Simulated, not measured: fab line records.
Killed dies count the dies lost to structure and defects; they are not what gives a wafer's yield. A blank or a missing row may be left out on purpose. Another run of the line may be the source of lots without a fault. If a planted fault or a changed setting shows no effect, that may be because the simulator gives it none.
Struck lot and sound lot, side by side -- flow sky130 -- 16 steps out of a route of 708
Sound: the wafers L524.1, L524.3, L524.5. Struck: wafers L517.1, L517.6 (left out: L517.2, a lot-mate that was not struck); the cause follows at the end.
Order at every step that has rows: each side's tool, ch and its chambers, its first start. Under that, the readings that differ: sound wafers -- struck wafers -- difference of the means -- sigmas: that difference in standard deviations of wafers without a fault.
alike: readings whose means differ by less than 2 such deviations, and words and numbers that are the same on both sides. not compared: withheld readings, readings that some wafer has no value for, bounds like >300 that may hide the same value, and numbers for which the record gives no deviation and whose values overlap.
Wherever a step has rows on one side only, a row that says differs or no value, or a row with sigmas, the two part there. Numbers that don't overlap but have no deviation are shown without sigmas and don't part them. A reading that every wafer of one side lacks parts them only if that side has two wafers or more.

first, 1 step without rows for these wafers: SKY_FIELD_ISO_CVD_03 (deposits Si3N4 from DCS/NH3, target thk 165 nm, time 2830 s).
SKY_FIELD_ISO_THK_MEAS_04:
  sound on filmMetro-02, day 5 08:22; struck on filmMetro-02, day 4 00:33
  alike: FIELD_ISO_CVD_03_THK
then, 8 steps without rows for these wafers: SKY_FIELD_ISO_DEHYDRATE_05 (time 60 s); SKY_FIELD_ISO_HMDS_06 (prime time 60 s); SKY_FIELD_ISO_COAT_07 (resist thk 60 nm); SKY_FIELD_ISO_COAT_08 (resist thk 450 nm); SKY_FIELD_ISO_SOFTBAKE_09 (time 90 s); SKY_FIELD_ISO_EXPOSE_10 (exposes mask FOM, target cd 150 nm); SKY_FIELD_ISO_PEB_11; SKY_FIELD_ISO_DEVELOP_12 (develop time 60 s).
SKY_FIELD_ISO_CD_MEAS_13 targets a cd of 150 nm.
  sound on cdSem-02, day 6 02:43; struck on cdSem-02, day 4 17:07
  alike: cdNm
SKY_FIELD_ISO_ETCH_14: etches BARC in N2/H2, stops on SiO2, time 45.9 s, target depth 60 nm.
  sound on rieDiel-04 ch 1,2,3, day 6 02:50; struck on rieDiel-02 ch 0, day 4 17:14
  alike: drypumpMotorCurrentA, oesProductAu, runLengthS, throttleValvePct
  not compared: rfHoursCounterH
SKY_FIELD_ISO_ETCH_15: etches the open film in CHF3/O2, stops on Si, target depth 180 nm, time 72 s.
  sound on rieDiel-04 ch 1,2,3, day 6 02:53; struck on rieDiel-02 ch 0, day 4 17:17
reading,sound,struck,difference,sigmas
oesProductAu (a.u.),0.961 0.956 0.955,0.998 0.994,+0.039,+6
runLengthS (s),99.9 101.0 100.1,90.2 89.8,-10.3,-22
model.KrF-thick_of_FIELD_ISO_COAT_08.thkNm (nm),233.5 237.9 239.2,259.9 262.4,+24.3,
model.etch.depthNm (nm),168.5 169 167.3,151.9 150.6,-17.0,
  alike: drypumpMotorCurrentA, throttleValvePct
  not compared: rfHoursCounterH
SKY_FIELD_ISO_STRIP_16: strips in O2/N2.
  sound on plasmaAsher-04 ch 0,1, day 6 02:56; struck on plasmaAsher-03 ch 0,1, day 4 17:20
reading,sound,struck,difference,sigmas
stripTimeToEndpointS (s),3.51 3.58 3.59,3.81 3.84,+0.27,+7
  alike: drypumpMotorCurrentA, oesProductAu
  not compared: rfHoursCounterH
SKY_FIELD_ISO_ETCH_17: etches Si in HBr/Cl2/O2, target depth 342 nm, time 97.7 s.
  sound on rieSi-01 ch 0,1,3, day 6 03:02; struck on rieSi-01 ch 0,2, day 4 17:26
  alike: drypumpMotorCurrentA, oesProductAu, runLengthS, throttleValvePct
  not compared: rfHoursCounterH
-- a jump in the record: the struck wafers' starts before and after are 44 days apart (it breaks off in module FIELD_ISO and resumes in module PAD_OPEN, where the first step shown is number 708 of the route) --
SKY_PAD_OPEN_PROBE_99:
  sound on prober-01, day 49 23:08; struck on prober-01, day 48 19:56
reading,sound,struck,difference,sigmas
killedAtFrontEnd,29 16 16,379 410,+374,+75
killedDies,93 86 86,443 472,+369,+42
killedOnRim,23 16 16,64 83,+55,+14
  alike: killed_at_M0_to_M3, killed_at_M4_up, killedAtContacts, killedAtOther, killedOpen, killedShort

## WHERE THEY PART
First at SKY_FIELD_ISO_ETCH_15; last, within this record, at SKY_PAD_OPEN_PROBE_99.

WHY: what the simulator had put in
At SKY_FIELD_ISO_ETCH_15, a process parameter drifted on rieDiel-02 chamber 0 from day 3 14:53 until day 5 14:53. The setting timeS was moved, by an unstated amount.
